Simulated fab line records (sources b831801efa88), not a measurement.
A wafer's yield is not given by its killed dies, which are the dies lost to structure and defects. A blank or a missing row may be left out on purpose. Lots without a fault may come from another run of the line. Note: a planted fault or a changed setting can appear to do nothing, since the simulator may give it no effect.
Which tool is to blame?	flow sky130	12 lots with 36 wafers sampled at 5 steps, on a route of 708 steps

WHAT THE GAUGES SHOWED, per wafer
SKY_VT_ADJUST_HVTP_CD_MEAS_07 targets a cd of 380 nm.
lot	measured	on	cd nm (nm)
L108	day 6 07:27	cd sem-02	381.3 381.6 382.2
L110	day 6 15:19	cd sem-02	378.7 378.3 379.0
L111	day 7 04:46	cd sem-02	380.5 380.6 379.5
L113	day 7 12:46	cd sem-01	375.8 374.8 376.5
L115	day 7 23:47	cd sem-02	377.4 377.8 375.0
L117	day 8 11:52	cd sem-01	380.7 383.0 382.0
L121	day 9 13:16	cd sem-01	375.9 376.2 378.1
L124	day 10 15:52	cd sem-01	383.1 382.5 383.8
L125	day 10 17:34	cd sem-01	381.4 378.7 379.6
L127	day 11 05:10	cd sem-02	379.5 383.2 383.6
L130	day 11 22:29	cd sem-01	381.7 379.9 380.3
L131	day 12 05:40	cd sem-02	378.9 381.3 379.5

SKY_VT_ADJUST_HVTP_TW_MEAS_11.
lot	measured	on	VT_ADJUST_HVTP_TW
L108	day 6 08:00	film metro-04	1371 1362 1373
L110	day 6 15:43	film metro-04	1368 1366 1371
L111	day 7 05:10	film metro-03	1344 1364 1356
L113	day 7 13:10	film metro-01	1344 1337 1344
L115	day 8 00:11	film metro-04	648 652 657
L117	day 8 12:16	film metro-01	1352 1346 1340
L121	day 9 13:40	film metro-04	652 648 651
L124	day 10 16:16	film metro-03	1357 1353 1361
L125	day 10 17:58	film metro-04	1372 1377 1369
L127	day 11 05:34	film metro-03	1362 1358 1360
L130	day 11 22:53	film metro-04	1370 1367 1371
L131	day 12 06:04	film metro-01	1350 1344 1344

SKY_VT_ADJUST_LVTN_TW_MEAS_10.
lot	measured	on	VT_ADJUST_LVTN_TW
L108	day 7 03:53	film metro-01	240.2 239.0 239.0
L110	day 7 12:03	film metro-01	239.5 237.9 238.5
L111	day 8 01:11	film metro-03	243.1 242.8 242.5
L113	day 8 10:02	film metro-02	240.0 239.9 239.0
L115	day 8 21:03	film metro-01	240.0 239.6 238.3
L117	day 9 10:12	film metro-02	239.8 239.7 239.8
L121	day 10 13:08	film metro-02	240.3 239.3 240.4
L124	day 11 16:17	film metro-02	240.2 238.9 238.6
L125	day 11 18:23	film metro-03	243.3 242.1 241.6
L127	day 12 05:50	film metro-01	238.7 239.9 240.2
L130	day 12 23:08	film metro-01	238.1 239.7 239.6
L131	day 13 06:14	film metro-02	238.4 237.8 239.3

EACH LOT AND THE TOOL THAT RAN IT (in order: tool; ch and the chambers of the sampled wafers; start)
lot	SKY_DNWELL_STRIP_08	SKY_VT_ADJUST_HVTP_IMPLANT_09
L108	plasma asher-01 ch 0,1, day 3 07:46	implanter-02 ch 0, day 6 07:45
L110	plasma asher-01 ch 0,1, day 3 13:40	implanter-04 ch 0, day 6 15:28
L111	plasma asher-03 ch 0,1, day 4 01:55	implanter-04 ch 0, day 7 04:55
L113	plasma asher-02 ch 0, day 4 08:36	implanter-02 ch 0, day 7 12:55
L115	plasma asher-02 ch 0, day 4 18:45	implanter-02 ch 0, day 7 23:56
L117	plasma asher-01 ch 0,1, day 5 05:15	implanter-04 ch 0, day 8 12:01
L121	plasma asher-01 ch 0,1, day 6 03:18	implanter-02 ch 0, day 9 13:25
L124	plasma asher-01 ch 0,1, day 7 00:42	implanter-01 ch 0, day 10 16:01
L125	plasma asher-02 ch 0, day 7 01:55	implanter-01 ch 0, day 10 17:44
L127	plasma asher-02 ch 0,1, day 7 12:15	implanter-01 ch 0, day 11 05:19
L130	plasma asher-01 ch 0,1, day 8 01:42	implanter-02 ch 0, day 11 22:39
L131	plasma asher-01 ch 0,1, day 8 08:37	implanter-02 ch 0, day 12 05:49
- SKY_DNWELL_STRIP_08: strips in O2/N2.
- SKY_VT_ADJUST_HVTP_IMPLANT_09

WHAT THE TOOLS THEMSELVES READ (means of the sampled wafers that have a number; where no wafer has one, the mark that the record gives instead)
SKY_DNWELL_STRIP_08.
lot	tool	chamber pressure mTorr (mTorr)	drypump motor current A (A)	oes product au (a.u.)	strip time to endpoint s (s)
L108	plasma asher-01	1500.2	6.4	0.723	36.90
L110	plasma asher-01	1500.2	6.5	0.723	37.00
L111	plasma asher-03	1499.0	5.8	0.722	36.85
L113	plasma asher-02	1500.5	5.8	0.722	36.89
L115	plasma asher-02	1497.3	5.8	0.726	36.84
L117	plasma asher-01	1500.4	6.5	0.720	36.84
L121	plasma asher-01	1499.4	6.5	0.722	36.75
L124	plasma asher-01	1500.2	6.3	0.720	37.02
L125	plasma asher-02	1500.2	5.8	0.727	36.93
L127	plasma asher-02	1500.7	5.9	0.722	36.93
L130	plasma asher-01	1499.9	6.5	0.724	37.07
L131	plasma asher-01	1500.8	6.5	0.721	37.02

SKY_VT_ADJUST_HVTP_IMPLANT_09.
lot	tool	beam on s (s)	dose ions cm2	faraday current uA
L108	implanter-02	9.93	4.3e+12	24.4
L110	implanter-04	9.92	4.3e+12	24.5
L111	implanter-04	10.01	4.3e+12	24.2
L113	implanter-02	9.87	4.3e+12	24.6
L115	implanter-02	10.03	4.3e+11	2.4
L117	implanter-04	10.11	4.3e+12	23.9
L121	implanter-02	9.76	4.2e+11	2.5
L124	implanter-01	9.93	4.3e+12	24.4
L125	implanter-01	9.96	4.3e+12	24.4
L127	implanter-01	9.95	4.3e+12	24.4
L130	implanter-02	10.02	4.3e+12	24.2
L131	implanter-02	9.63	4.3e+12	25.1

THE ANSWER, worked out from the rows above alone
Rule: usual is defined by the lots themselves. The widest of any qualifying gaps counts: lots, ordered by their means at a reading, are off when they make up no more than a third of the lots, leave a main group of 4 or more, and stand apart from it by 3 or more times the standard deviation of that group's means. The tables above print the reading to a certain number of digits; a main group whose means all agree to those digits is not used. Also off: a lot with no number at a reading for which 4 or more lots have one. Where the step has rows for the other lots, those lots are counted as sound. After the gauges, taken in route order, come the tools' own readings; for these a lot's mean is taken, as printed above. At the first step where some lot is off, the reading lying furthest off is the one used; lots without a number count as furthest.
Off: L115, L121, seen at SKY_VT_ADJUST_HVTP_TW_MEAS_11 (VT_ADJUST_HVTP_TW). Main group: mean 1358, sd 11.
If a tool, at a process step before that reading, ran all the lots that are off and no sound lot after the first of them, it fits. The gauges at SKY_VT_ADJUST_HVTP_TW_MEAS_11 aren't tried: what is off there is off at SKY_VT_ADJUST_HVTP_IMPLANT_09 too, on other tools, and a gauge's error can't cause that. Not one of the candidates tried fits.

WHAT THE SIMULATOR HAD PUT IN
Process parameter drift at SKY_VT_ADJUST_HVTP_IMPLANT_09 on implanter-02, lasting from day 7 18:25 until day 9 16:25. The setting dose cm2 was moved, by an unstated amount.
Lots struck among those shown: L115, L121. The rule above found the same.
